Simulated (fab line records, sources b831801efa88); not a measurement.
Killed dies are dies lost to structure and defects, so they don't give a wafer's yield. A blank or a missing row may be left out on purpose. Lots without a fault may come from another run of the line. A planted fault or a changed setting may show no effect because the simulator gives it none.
Tool commonality check | flow gf180mcu | 12 lots, 36 wafers sampled

WHY IT WAS OPENED
At GF_HV_LDD_TW_MEAS_38 the reading HV_LDD_3_TW is flagged on 1 of 12 lots. Wafers without a fault read 1443, standard deviation 12.
Rule: a lot is flagged when every wafer of it that has a number lies more than 4 standard deviations from that mean, or none has a number. The other lots count as sound.

lot  | measured     | on            | HV_LDD_3_TW, wafer by wafer | flag
L861 | day 12 09:47 | film_metro-01 | 1464 1455 1460              |
L863 | day 12 23:04 | film_metro-02 | 1443 1446 1452              |
L865 | day 13 03:16 | film_metro-02 | 1454 1460 1463              |
L866 | day 13 15:58 | film_metro-01 | 1444 1447 1438              |
L869 | day 14 03:56 | film_metro-03 | 1420 1426 1431              |
L868 | day 14 08:03 | film_metro-02 | 1451 1447 1447              |
L873 | day 15 09:29 | film_metro-03 | 1438 1426 1426              |
L874 | day 15 19:22 | film_metro-03 | 1422 1420 1427              |
L875 | day 15 21:59 | film_metro-01 | 30 30 30                    | FLAGGED
L878 | day 17 02:22 | film_metro-03 | 1430 1421 1418              |
L880 | day 17 14:17 | film_metro-01 | 1448 1452 1457              |
L884 | day 18 19:10 | film_metro-01 | 1446 1450 1452              |
The numbers of the flagged lots are 30 on average: -1413 against the usual, or -99 or more standard deviations.

WHICH TOOL RAN EACH LOT
The record holds 1 process step before the reading, out of a route of 602 steps. In each cell: the tool, then ch and the chambers that the sampled wafers went through, then the start.
lot  | flag    | GF_HV_LDD_EXPOSE_28
L861 |         | iline_stepper-01 ch 0, day 11 23:56
L863 |         | iline_stepper-02 ch 0, day 12 12:54
L865 |         | iline_stepper-01 ch 0, day 12 17:23
L866 |         | iline_stepper-02 ch 0, day 13 05:41
L869 |         | iline_stepper-02 ch 0, day 13 17:29
L868 |         | iline_stepper-02 ch 0, day 13 21:14
L873 |         | iline_stepper-01 ch 0, day 14 22:07
L874 |         | iline_stepper-02 ch 0, day 15 08:35
L875 | FLAGGED | iline_stepper-02 ch 0, day 15 11:08
L878 |         | iline_stepper-02 ch 0, day 16 14:21
L880 |         | iline_stepper-01 ch 0, day 17 01:38
L884 |         | iline_stepper-01 ch 0, day 18 06:36
What these steps do:
- GF_HV_LDD_EXPOSE_28: exposes mask Nplus HV AREA, target cd 400 nm.
- GF_HV_LDD_TW_MEAS_38

FLAGGED OVER TOTAL, TOOL BY TOOL (the gauges that took the reading come last)
step                 | tool             | lots run | flagged | share of the flagged lots | sound lots run after its first flagged lot
GF_HV_LDD_EXPOSE_28  | iline_stepper-01 | 5        | 0       | none                      | -
GF_HV_LDD_EXPOSE_28  | iline_stepper-02 | 7        | 1       | all                       | 1 (L878)
GF_HV_LDD_TW_MEAS_38 | film_metro-01    | 5        | 1       | all                       | 2 (L880,L884)
GF_HV_LDD_TW_MEAS_38 | film_metro-02    | 3        | 0       | none                      | -
GF_HV_LDD_TW_MEAS_38 | film_metro-03    | 4        | 0       | none                      | -

WHAT THE TABLE ALLOWS
2 rows of the table ran every flagged lot: iline_stepper-02 at GF_HV_LDD_EXPOSE_28, film_metro-01 at GF_HV_LDD_TW_MEAS_38.
- iline_stepper-02 at GF_HV_LDD_EXPOSE_28: 1 of its 7 lots flagged. Sound lots ran on it after the first flagged one (L878), which a lasting fault on the whole tool wouldn't allow.
- film_metro-01 at GF_HV_LDD_TW_MEAS_38: 1 of its 5 lots flagged. Sound lots ran on it after the first flagged one (L880, L884), which a lasting fault on the whole tool wouldn't allow.
No row of the table ran every flagged lot and no sound lot after the first.

WHAT THE SIMULATOR HAD PUT IN
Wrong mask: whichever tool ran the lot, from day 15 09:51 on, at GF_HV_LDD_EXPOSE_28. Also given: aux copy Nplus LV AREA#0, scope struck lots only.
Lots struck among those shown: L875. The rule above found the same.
